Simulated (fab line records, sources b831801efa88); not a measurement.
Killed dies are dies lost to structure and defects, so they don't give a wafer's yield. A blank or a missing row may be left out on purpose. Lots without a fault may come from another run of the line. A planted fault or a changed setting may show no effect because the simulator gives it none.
Chamber matching | flow sky130 | SKY_VIA1_CMP_24 on cmp-01: 4 sister chambers
The step polishes, stops on SiO2, t overpolish 15 s, target thk 0 nm. 30 wafers are shown with their chamber, then 12 later ones without.

WAFERS WITH THEIR CHAMBER
wafer  | chamber | motor_current_A (A) | time_to_endpoint_s (s) | edge_zone_pressure_frac
L075.2 | 2       | 12.4                | 62.2                   | 1.004
L075.3 | 0       | 8.6                 | 64.9                   | 0.993
L075.6 | 3       | 8.1                 | 65.8                   | 0.991
L076.1 | 2       | 12.0                | 60.6                   | 1.000
L076.2 | 0       | 8.8                 | 64.9                   | 1.003
L076.5 | 1       | 11.4                | 67.0                   | 1.004
L078.1 | 3       | 9.0                 | 62.6                   | 1.002
L078.3 | 1       | 12.2                | 67.9                   | 0.994
L078.4 | 2       | 11.9                | 61.9                   | 0.991
L081.3 | 0       | 8.9                 | 67.3                   | 0.998
L081.5 | 2       | 12.1                | 62.0                   | 0.986
L081.6 | 3       | 8.4                 | 65.7                   | 1.003
L083.2 | 3       | 8.6                 | 62.9                   | 0.994
L083.4 | 1       | 11.4                | 65.2                   | 1.004
L083.5 | 1       | 11.7                | 63.5                   | 1.003
L085.1 | 2       | 12.6                | 58.6                   | 0.998
L085.3 | 3       | 8.3                 | 61.5                   | 1.006
L085.4 | 1       | 11.8                | 66.2                   | 1.000
L086.1 | 3       | 8.6                 | 69.0                   | 1.002
L086.3 | 1       | 11.2                | 63.8                   | 0.998
L086.6 | 0       | 8.7                 | 62.4                   | 1.002
L089.1 | 0       | 9.6                 | 63.2                   | 1.008
L089.2 | 1       | 11.5                | 62.0                   | 0.999
L089.6 | 3       | 8.4                 | 61.5                   | 1.001
L090.2 | 2       | 12.2                | 58.9                   | 0.995
L090.4 | 0       | 9.2                 | 59.6                   | 0.993
L090.5 | 2       | 11.6                | 58.5                   | 0.997
L092.4 | 3       | 8.0                 | 67.9                   | 0.995
L092.5 | 0       | 9.2                 | 67.0                   | 0.993
L092.6 | 1       | 11.6                | 68.8                   | 1.000

SIGNATURES (means of the wafers above)
reading                 | chamber 0 | chamber 1 | chamber 2 | chamber 3 | scatter within a chamber
motor_current_A         | 9.000     | 11.600    | 12.114    | 8.425     | 0.325
time_to_endpoint_s      | 64.186    | 65.550    | 60.386    | 64.612    | 2.47
edge_zone_pressure_frac | 0.99857   | 1.00025   | 0.99586   | 0.99925   | 0.00518
Rule: a wafer's distance from a chamber is the root of the sum, over the readings, of the square of ((its reading less the chamber's mean) divided by the reading's scatter). The wafer belongs to the nearest chamber; if the next one is less than 2 further off, it can't be placed. The scatter: the root of (the sum of the squares of (reading less its chamber's mean) over the shown wafers, divided by (wafers less chambers)).

WAFERS WITHOUT THEIR CHAMBER
wafer  | motor_current_A (A) | time_to_endpoint_s (s) | edge_zone_pressure_frac
L093.1 | 8.6                 | 67.0                   | 1.002
L093.4 | 11.9                | 73.4                   | 1.004
L093.5 | 12.7                | 65.8                   | 1.008
L095.4 | 8.6                 | 67.5                   | 0.995
L095.5 | 8.6                 | 65.7                   | 1.006
L095.6 | 12.1                | 62.3                   | 0.998
L096.2 | 8.3                 | 67.2                   | 0.996
L096.4 | 11.5                | 66.1                   | 1.005
L096.6 | 8.2                 | 65.4                   | 1.004
L097.2 | 11.8                | 65.5                   | 1.007
L097.4 | 8.5                 | 64.7                   | 1.000
L097.5 | 12.4                | 60.0                   | 1.005

WHICH CHAMBER EACH WENT THROUGH
wafer  | from the rows above     | in truth
L093.1 | can't be placed: 3 or 0 | 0
L093.4 | 1                       | 1
L093.5 | can't be placed: 2 or 1 | 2
L095.4 | can't be placed: 3 or 0 | 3
L095.5 | can't be placed: 3 or 0 | 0
L095.6 | can't be placed: 2 or 1 | 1
L096.2 | can't be placed: 3 or 0 | 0
L096.4 | 1                       | 1
L096.6 | can't be placed: 3 or 0 | 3
L097.2 | can't be placed: 1 or 2 | 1
L097.4 | can't be placed: 3 or 0 | 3
L097.5 | can't be placed: 2 or 1 | 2
Placed correctly: 2 of 12. Can't be placed from these rows: 10 (the true chamber is among the candidates in 10). Placed wrongly: 0.
